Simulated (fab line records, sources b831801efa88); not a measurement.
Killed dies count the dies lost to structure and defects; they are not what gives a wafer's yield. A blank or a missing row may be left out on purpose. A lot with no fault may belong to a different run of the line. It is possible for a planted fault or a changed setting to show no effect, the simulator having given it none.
One fault seen from 2 desks ; flow gf180mcu ; every desk sees just its own numbers, and what lay behind them comes last

FROM THE METROLOGY DESK
Lot by lot, what the gauges showed, no matter which tool ran the lot: averages of those sampled wafers that carry a number. Marked OUT: a lot whose mean sits more than 4 standard deviations from the usual mean, which makes it out of limits; the brackets give that distance.
Columns: A = cd nm at GF_TOP_METAL_CD_MEAS_14, usual 441.2 nm
lot;first seen here;A
L935;day 28 10:14;438.7
L937;day 28 16:40;440.7
L938;day 28 23:29;440.8
L941;day 30 00:43;474.3 (+17) OUT
L942;day 30 02:27;474.6 (+17) OUT
L943;day 30 08:28;477.3 (+18) OUT
L945;day 31 01:35;459.0 (+8.9) OUT
L947;day 31 12:32;440.3
L948;day 32 01:23;440.5
L951;day 32 18:41;440.2
L957;day 34 05:34;439.0
L958;day 34 07:14;445.0
This desk finds L941, L942, L943, L945 out of limits, L941 being first, at day 30 00:43 (cd nm at GF_TOP_METAL_CD_MEAS_14). L935, L937, L938, L947, L948, L951, L957, L958: within limits.

TOOL OWNER'S DESK, iline stepper-02
The tool's own readings at GF_TOP_METAL_EXPOSE_11 (exposes mask MetalTop, target cd 440 nm): means of the sampled wafers that have a number, for each lot that ran on this tool. Marked OUT: a lot whose mean sits more than 4 standard deviations from the usual mean, which makes it out of limits; the brackets give that distance.
Columns: A = exposure dose mJ cm2 at GF_TOP_METAL_EXPOSE_11, usual 169.86
lot;first seen here;A
L935;day 28 00:11;170.06
L937;day 28 06:46;169.87
L941;day 29 15:46;150.31 (-98) OUT
L942;day 29 17:36;150.47 (-97) OUT
L943;day 29 23:19;150.30 (-98) OUT
L945;day 30 16:57;159.97 (-49) OUT
This desk finds L941, L942, L943, L945 out of limits, L941 being first, at day 29 15:46 (exposure dose mJ cm2 at GF_TOP_METAL_EXPOSE_11). L935, L937: within limits.

ALL TOGETHER
On L941, L942, L943, L945, at day 29 15:46, an alarm was possible from the tool owner's desk.
An alarm was possible from the metrology desk at day 30 00:43, on L941, L942, L943, L945.
Every lot named ran GF_TOP_METAL_EXPOSE_11 on iline stepper-02.

WHAT THE SIMULATOR HAD PUT IN
Process parameter drift: iline stepper-02, from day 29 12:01 on, at GF_TOP_METAL_EXPOSE_11. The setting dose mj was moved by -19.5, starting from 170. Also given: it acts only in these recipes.
Struck lots among those shown: L941, L942, L943, L945.
Fault start to first reading out of limits, in hours, per desk: tool owner, 4; metrology, 13.
